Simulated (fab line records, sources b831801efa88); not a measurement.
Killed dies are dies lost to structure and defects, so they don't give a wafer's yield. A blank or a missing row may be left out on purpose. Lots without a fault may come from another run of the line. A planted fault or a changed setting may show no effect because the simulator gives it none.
Which tool did it? | flow sky130 | 11 lots, 33 wafers sampled, at 6 steps of a route of 708

WHAT THE GAUGES READ, wafer by wafer
SKY_VT_ADJUST_HVTR_TW_MEAS_11. Usual: VT_ADJUST_HVTR_TW 212.8, standard deviation 1.9.
lot  | measured     | on            | VT_ADJUST_HVTR_TW | flag
L603 | day 10 14:06 | film_metro-04 | 212.9 212.8 211.8 |
L604 | day 10 21:34 | film_metro-01 | 213.3 214.0 213.8 |
L605 | day 11 06:23 | film_metro-03 | 216.1 215.2 215.7 |
L606 | day 11 10:08 | film_metro-01 | 212.7 212.8 212.8 |
L613 | day 13 13:38 | film_metro-01 | 213.1 212.9 212.0 |
L614 | day 14 08:02 | film_metro-01 | 214.2 213.5 213.0 |
L616 | day 14 19:53 | film_metro-01 | 213.5 214.1 213.9 |
L617 | day 15 03:05 | film_metro-04 | 212.1 212.0 212.1 |
L618 | day 15 06:56 | film_metro-03 | 215.8 214.7 216.1 |
L620 | day 15 23:55 | film_metro-01 | 213.0 213.2 213.5 |
L621 | day 17 08:25 | film_metro-04 | 208.5 210.3 210.0 |

SKY_GATE_OXIDE_OVL_MEAS_10. Usual: GATE_OXIDE_OVL 0.1 nm, standard deviation 1.6.
lot  | measured     | on         | GATE_OXIDE_OVL (nm) | flag
L603 | day 15 02:57 | overlay-02 | 1.4 1.3 2.9         |
L604 | day 15 12:44 | overlay-01 | - - -               | OFF
L605 | day 16 04:47 | overlay-01 | -1.0 -1.4 -0.2      |
L606 | day 16 05:44 | overlay-01 | -0.2 0.3 2.3        |
L613 | day 18 11:55 | overlay-01 | -2.4 -2.2 -1.7      |
L614 | day 19 12:47 | overlay-01 | 0.8 2.5 1.9         |
L616 | day 19 23:44 | overlay-02 | -0.2 -2.0 -1.9      |
L617 | day 20 12:23 | overlay-01 | -1.3 -3.1 -1.5      |
L618 | day 20 13:28 | overlay-01 | 0.4 0.1 -0.8        |
L620 | day 21 06:25 | overlay-01 | 0.1 0.3 -1.3        |
L621 | day 22 20:14 | overlay-01 | -1.3 -2.4 -1.8      |

SKY_GATE_OXIDE_TW_MEAS_14. Usual: GATE_OXIDE_TW 226.1, standard deviation 1.9.
lot  | measured     | on            | GATE_OXIDE_TW                 | flag
L603 | day 15 03:21 | film_metro-04 | 225.9 225.3 225.2             |
L604 | day 15 13:08 | film_metro-04 | 30.2 30.1 30.2 30.2 30.1 30.2 | OFF
L605 | day 16 05:10 | film_metro-01 | 227.0 225.8 224.7             |
L606 | day 16 06:10 | film_metro-03 | 230.0 231.0 230.3             |
L613 | day 18 12:19 | film_metro-03 | 227.4 229.0 228.6             |
L614 | day 19 13:11 | film_metro-01 | 226.4 226.8 226.0             |
L616 | day 20 00:08 | film_metro-03 | 229.2 228.0 228.5             |
L617 | day 20 12:47 | film_metro-01 | 227.6 227.3 226.7             |
L618 | day 20 13:52 | film_metro-01 | 228.0 228.2 226.9             |
L620 | day 21 06:48 | film_metro-04 | 222.4 222.9 224.0             |
L621 | day 22 20:37 | film_metro-01 | 224.1 224.5 225.6             |

SKY_POLY_GATE_CD_MEAS_13: target cd 150 nm. Usual: cd_nm 149.8 nm, standard deviation 1.4.
lot  | measured     | on        | cd_nm (nm)        | flag
L603 | day 17 21:43 | cd_sem-01 | 149.2 148.5 149.3 |
L605 | day 18 22:37 | cd_sem-01 | 148.2 148.5 148.9 |
L606 | day 18 23:01 | cd_sem-01 | 148.4 148.6 151.2 |
L613 | day 21 08:41 | cd_sem-01 | 149.9 150.0 152.1 |
L614 | day 22 07:29 | cd_sem-02 | 151.9 149.5 150.5 |
L616 | day 22 22:20 | cd_sem-01 | 149.6 149.1 149.2 |
L617 | day 23 07:32 | cd_sem-02 | 148.1 148.9 150.3 |
L618 | day 23 09:12 | cd_sem-02 | 146.6 148.6 147.7 |
L620 | day 24 01:20 | cd_sem-01 | 150.0 150.3 150.7 |
L621 | day 26 16:43 | cd_sem-01 | 149.1 148.1 149.0 |

WHICH TOOL RAN EACH LOT (tool, then ch and the chambers of the sampled wafers, then the start)
lot  | SKY_VT_ADJUST_LVTN_STRIP_09          | SKY_GATE_OXIDE_EXPOSE_07
L603 | plasma_asher-03 ch 0,1, day 7 22:14  | iline_stepper-02 ch 0, day 14 13:10
L604 | plasma_asher-02 ch 0,1, day 8 04:53  | iline_stepper-01 ch 0, day 14 23:36
L605 | plasma_asher-02 ch 0,1, day 8 11:18  | iline_stepper-02 ch 0, day 15 14:46
L606 | plasma_asher-02 ch 0,1, day 8 16:35  | iline_stepper-01 ch 0, day 15 15:47
L613 | plasma_asher-03 ch 0,1, day 10 13:16 | iline_stepper-01 ch 0, day 17 21:00
L614 | plasma_asher-03 ch 0,1, day 11 04:30 | iline_stepper-02 ch 0, day 18 21:31
L616 | plasma_asher-04 ch 0,1, day 11 15:30 | iline_stepper-01 ch 0, day 19 07:51
L617 | plasma_asher-03 ch 1, day 11 21:51   | iline_stepper-02 ch 0, day 19 21:32
L618 | plasma_asher-03 ch 0,1, day 12 01:57 | iline_stepper-01 ch 0, day 19 22:26
L620 | plasma_asher-02 ch 0,1, day 12 17:13 | iline_stepper-01 ch 0, day 20 15:23
L621 | plasma_asher-02 ch 0,1, day 13 20:45 | iline_stepper-01 ch 0, day 22 04:49
- SKY_VT_ADJUST_LVTN_STRIP_09: strips in O2/N2.
- SKY_GATE_OXIDE_EXPOSE_07: exposes mask LVOM, target cd 600 nm.

WHAT THE TOOLS THEMSELVES READ (means of the sampled wafers that have a number; where no wafer has one, the mark that the record gives instead)
SKY_VT_ADJUST_LVTN_STRIP_09. Usual: drypump_motor_current_A 5.8 A, standard deviation 0.47; oes_product_au 0.721 a.u., standard deviation 0.005; strip_time_to_endpoint_s 36.94 s, standard deviation 0.097.
lot  | tool            | drypump_motor_current_A (A) | oes_product_au (a.u.) | strip_time_to_endpoint_s (s) | flag
L603 | plasma_asher-03 | 5.7                         | 0.719                 | 36.87                        |
L604 | plasma_asher-02 | 6.1                         | 0.725                 | 36.89                        |
L605 | plasma_asher-02 | 6.2                         | 0.718                 | 36.88                        |
L606 | plasma_asher-02 | 6.2                         | 0.717                 | 36.82                        |
L613 | plasma_asher-03 | 6.1                         | 0.729                 | 36.95                        |
L614 | plasma_asher-03 | 5.8                         | 0.723                 | 36.94                        |
L616 | plasma_asher-04 | 5.2                         | 0.719                 | 36.91                        |
L617 | plasma_asher-03 | 6.5                         | 0.725                 | 36.85                        |
L618 | plasma_asher-03 | 6.1                         | 0.718                 | 36.90                        |
L620 | plasma_asher-02 | 6.1                         | 0.721                 | 36.94                        |
L621 | plasma_asher-02 | 6.1                         | 0.719                 | 37.01                        |

THE ANSWER, worked out from the rows above alone
Rule: a lot is off if the mean of its wafers that have a number lies more than 3 standard deviations from the usual mean. A lot without any number at a reading at which 4 lots or more have one is off too. The other lots that the step has rows for count as sound. The gauges are gone through in route order, then the tools' own readings, and for those a lot's mean is taken as printed above. The first step at which some lot is off is used, and at that step the reading that is off furthest; a lot without a number counts as furthest.
Off: L604, at SKY_GATE_OXIDE_OVL_MEAS_10 (GATE_OXIDE_OVL). Without a number there: L604.
A tool fits if, at a process step before that reading, it ran every lot that is off, and no sound lot after the first of them. The gauges at SKY_GATE_OXIDE_OVL_MEAS_10 aren't tried: what is off there is off at SKY_GATE_OXIDE_TW_MEAS_14 too, on other tools, and a gauge's error can't cause that. None of those tried fits.

WHAT THE SIMULATOR HAD PUT IN
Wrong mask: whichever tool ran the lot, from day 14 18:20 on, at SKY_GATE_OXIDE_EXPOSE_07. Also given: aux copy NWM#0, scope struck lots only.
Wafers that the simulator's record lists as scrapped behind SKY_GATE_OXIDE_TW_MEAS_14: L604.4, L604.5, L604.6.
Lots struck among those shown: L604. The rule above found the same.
